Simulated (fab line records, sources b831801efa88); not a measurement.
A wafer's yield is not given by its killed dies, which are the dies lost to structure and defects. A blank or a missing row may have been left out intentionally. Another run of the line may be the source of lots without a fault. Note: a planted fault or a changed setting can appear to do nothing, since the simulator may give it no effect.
Chamber matching / flow gf180mcu / rie-diel-01 running GF_V5_ETCH_16: 3 sister chambers
The step etches BARC in N2/H2. 6 wafers are shown with their chamber, then 4 later ones without.

== WAFERS WITH THEIR CHAMBER ==
wafer=L591.3; chamber=3; oes-product-au (a.u.)=0.847; throttle-valve-pct (%)=13.225
wafer=L597.1; chamber=2; oes-product-au (a.u.)=0.862; throttle-valve-pct (%)=13.231
wafer=L597.2; chamber=1; oes-product-au (a.u.)=0.858; throttle-valve-pct (%)=13.214
wafer=L597.6; chamber=3; oes-product-au (a.u.)=0.844; throttle-valve-pct (%)=13.219
wafer=L599.5; chamber=1; oes-product-au (a.u.)=0.848; throttle-valve-pct (%)=13.219
wafer=L599.6; chamber=2; oes-product-au (a.u.)=0.856; throttle-valve-pct (%)=13.214

== WAFERS WITH NO CHAMBER GIVEN ==
wafer=L601.5; oes-product-au (a.u.)=0.854; throttle-valve-pct (%)=13.221
wafer=L604.2; oes-product-au (a.u.)=0.856; throttle-valve-pct (%)=13.225
wafer=L604.4; oes-product-au (a.u.)=0.853; throttle-valve-pct (%)=13.225
wafer=L604.6; oes-product-au (a.u.)=0.854; throttle-valve-pct (%)=13.216

== EACH ONE'S CHAMBER ==
wafer=L601.5; from the rows above=can't be placed: 1 or 2 or 3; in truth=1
wafer=L604.2; from the rows above=can't be placed: 2 or 1 or 3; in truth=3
wafer=L604.4; from the rows above=can't be placed: 1 or 2 or 3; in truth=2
wafer=L604.6; from the rows above=can't be placed: 1 or 2 or 3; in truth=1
0 of 4 placed correctly. Not placeable from these rows: 4 (in 4, the candidates include the true chamber). Placed wrongly: 0.
How it was worked out, from the rows above alone: a wafer's distance from a chamber is the root of the sum, over the readings, of the square of ((its reading less the chamber's mean) divided by the reading's scatter). The wafer belongs to the nearest chamber; if the next one is less than 2 further off, it can't be placed. A chamber's mean is the mean of its shown wafers. The scatter: take each reading less its chamber's mean, square it, sum over the shown wafers, divide by the number of wafers less the number of chambers, and take the root.
